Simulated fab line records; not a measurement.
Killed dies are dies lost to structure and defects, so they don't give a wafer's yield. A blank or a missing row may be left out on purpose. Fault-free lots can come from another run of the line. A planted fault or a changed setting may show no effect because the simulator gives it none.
A lot that was struck, set against a sound lot + flow sky130 + 37 out of 708 route steps
Sound: these wafers, L766.1, L766.3, L766.4. Wafers L762.2, L762.3, L762.5 were the ones struck. The cause comes at the end.
At each step with rows: each side's tool, then ch and its chambers, then its first start. Under that, the readings that differ: sound wafers + struck wafers + difference of the means + sigmas: that difference in standard deviations of wafers without a fault.
alike: readings whose means differ by less than 2 such deviations, and words and numbers that are the same on both sides. not compared: withheld readings, readings that some wafer has no value for, bounds like >300 that may hide the same value, and numbers for which the record gives no deviation and whose values overlap.
A row with sigmas, a row that says differs or no value, or rows on one side alone: a step with any of these is where the two part. Numbers that have no deviation but don't overlap get no sigmas and don't part them. A reading that every wafer of one side lacks parts them only if that side has two wafers or more.

first, 10 steps without rows for these wafers: SKY_GATE_OXIDE_HMDS_04 (prime time 60 s); SKY_GATE_OXIDE_COAT_05 (resist thk 1140 nm); SKY_GATE_OXIDE_SOFTBAKE_06 (time 60 s); SKY_GATE_OXIDE_EXPOSE_07 (exposes mask LVOM, target cd 600 nm); SKY_GATE_OXIDE_PEB_08; SKY_GATE_OXIDE_DEVELOP_09 (develop time 60 s); SKY_GATE_OXIDE_IMPLANT_11; SKY_GATE_OXIDE_WET_ETCH_12 (etches SiO2 in dHF, target depth 16.8 nm, time 336 s); SKY_GATE_OXIDE_STRIP_13 (strips in O2/N2); SKY_GATE_OXIDE_CLEAN_15 (cleans in SC1/SC2, time 150 s).
SKY_GATE_OXIDE_OXIDATION_16: stabilise 600 s, purge 300 s, target thk 3.57 nm.
  sound on furnace-01 ch 0, day 21 15:15; struck on furnace-02 ch 0, day 20 01:45
| reading         | sound             | struck            | difference | sigmas |
|-----------------|-------------------|-------------------|------------|--------|
| ox_temp_c (C)   | 800.6 801.0 800.0 | 799.6 799.5 799.8 | -0.9       | -2     |
| ox_temp_c_max   | 805.8 805.9 804.7 | 802.6 802.8 802.5 | -2.8       | -2     |
| stabilise_s (s) | 600 600 600       | 5400 5400 5400    | +4800      |        |
  alike: spike_tc_centre_C, tube_center_temp_C, tube_center_temp_C_max
then, 24 steps without rows for these wafers: SKY_POLY_GATE_CVD_00 (deposits poly-Si, target thk 180 nm, time 720 s); SKY_RES_PROTECT_DEHYDRATE_00 (time 60 s); SKY_RES_PROTECT_HMDS_01 (prime time 60 s); SKY_RES_PROTECT_COAT_02 (resist thk 1140 nm); SKY_RES_PROTECT_SOFTBAKE_03 (time 60 s); SKY_RES_PROTECT_EXPOSE_04 (exposes mask RPM, target cd 1270 nm); SKY_RES_PROTECT_PEB_05; SKY_RES_PROTECT_DEVELOP_06 (develop time 60 s); SKY_POLY_GATE_IMPLANT_02; SKY_RES_PROTECT_STRIP_07 (strips in O2/N2); SKY_RES_PROTECT_CLEAN_09 (cleans in SC1/SC2, time 150 s); SKY_POLY_GATE_CVD_03 (deposits Si3N4 from DCS/NH3, target thk 75 nm, time 1290 s); SKY_POLY_GATE_DEHYDRATE_05 (time 60 s); SKY_POLY_GATE_HMDS_06 (prime time 60 s); SKY_POLY_GATE_COAT_07 (resist thk 110 nm); SKY_POLY_GATE_COAT_08 (resist thk 450 nm); SKY_POLY_GATE_SOFTBAKE_09 (time 90 s); SKY_POLY_GATE_EXPOSE_10 (exposes mask P1M, target cd 150 nm); SKY_POLY_GATE_PEB_11; SKY_POLY_GATE_DEVELOP_12 (develop time 60 s); SKY_POLY_GATE_ETCH_15 (etches BARC in N2/H2, stops on SiO2, time 118.5 s, target depth 110 nm); SKY_POLY_GATE_ETCH_16 (etches Si3N4 in CH3F/O2, stops on poly-Si, time 147.5 s, target depth 75 nm); SKY_POLY_GATE_ETCH_17 (etches poly-Si in HBr/Cl2, stops on SiO2, target depth 180 nm, time 70.5 s); SKY_POLY_GATE_STRIP_18 (strips in O2/N2).
-- the record jumps here: 25 days lie between the struck wafers' starts before and after (it left off in module POLY_GATE and takes up again in module VIA3, whose first step shown is number 587 of the route) --
SKY_VIA3_ETCH_14: etches BARC in N2/H2, stops on SiO2, time 45.9 s, target depth 60 nm.
  sound on rie_diel-03 ch 0,1,2, day 46 02:19; struck on rie_diel-03 ch 0,1,3, day 44 17:59
| reading               | sound             | struck            | difference | sigmas |
|-----------------------|-------------------|-------------------|------------|--------|
| n2_flow_sccm (sccm)   | 100.9 100.0 100.3 | 99.7 99.5 100.1   | -0.6       | -2     |
| model.VIA3.cd_nm (nm) | 198.6 197.8 199.6 | 201.7 200.6 201.3 | +2.5       |        |
  alike: drypump_motor_current_A, oes_product_au, throttle_valve_pct
  not compared: rf_hours_counter_h
-- the record jumps here: 5 days lie between the struck wafers' starts before and after (it left off in module VIA3 and takes up again in module PAD_OPEN, whose first step shown is number 708 of the route) --
SKY_PAD_OPEN_PROBE_99:
  sound on prober-02, day 51 00:38; struck on prober-02, day 50 00:45
| reading                                  | sound                   | struck                  | difference | sigmas |
|------------------------------------------|-------------------------|-------------------------|------------|--------|
| model.etest.pfet_01v8_mvt.off_log10_a_um | -10.42 -10.34 -10.23    | -11.01 -11.24 -11.35    | -0.87      |        |
| model.etest.pfet_01v8_mvt.vt_sat_v (V)   | -0.5414 -0.5369 -0.5349 | -0.5962 -0.6032 -0.6045 | -0.0636    |        |
| model.etest.pfet_01v8_mvt.vt_long_v (V)  | -0.8402 -0.8423 -0.8394 | -0.8971 -0.8984 -0.9027 | -0.0588    |        |
| model.etest.pfet_01v8_mvt.vt_v (V)       | -0.6313 -0.6281 -0.6262 | -0.6847 -0.6895 -0.6924 | -0.0603    |        |
| model.etest.pfet_01v8_lvt.vt_v (V)       | -0.4894 -0.4971 -0.4904 | -0.5483 -0.5488 -0.5501 | -0.0568    |        |
| model.etest.pfet_01v8_lvt.vt_sat_v (V)   | -0.3967 -0.4026 -0.3937 | -0.4496 -0.4546 -0.4542 | -0.0551    |        |
| model.etest.pfet_01v8_lvt.vt_long_v (V)  | -0.6154 -0.6183 -0.6179 | -0.6678 -0.6665 -0.6663 | -0.0497    |        |
| model.etest.pfet_01v8.vt_v (V)           | -0.7697 -0.7699 -0.7658 | -0.7922 -0.7937 -0.7991 | -0.0265    |        |
  alike: killed_at_M0_to_M3, killed_at_M4_up, killed_at_contacts, killed_at_front_end, killed_at_other, killed_dies, killed_open, killed_short

== WHERE THEY PART ==
Earliest at SKY_GATE_OXIDE_OXIDATION_16; latest, in this record, at SKY_VIA3_ETCH_14. Later steps at which nothing parts them and some readings are alike: SKY_PAD_OPEN_PROBE_99.

WHY: whatever the simulator had introduced
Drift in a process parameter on furnace-02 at SKY_GATE_OXIDE_OXIDATION_16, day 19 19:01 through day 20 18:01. Setting stabilise_s shifted by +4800 from 600. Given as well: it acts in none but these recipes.
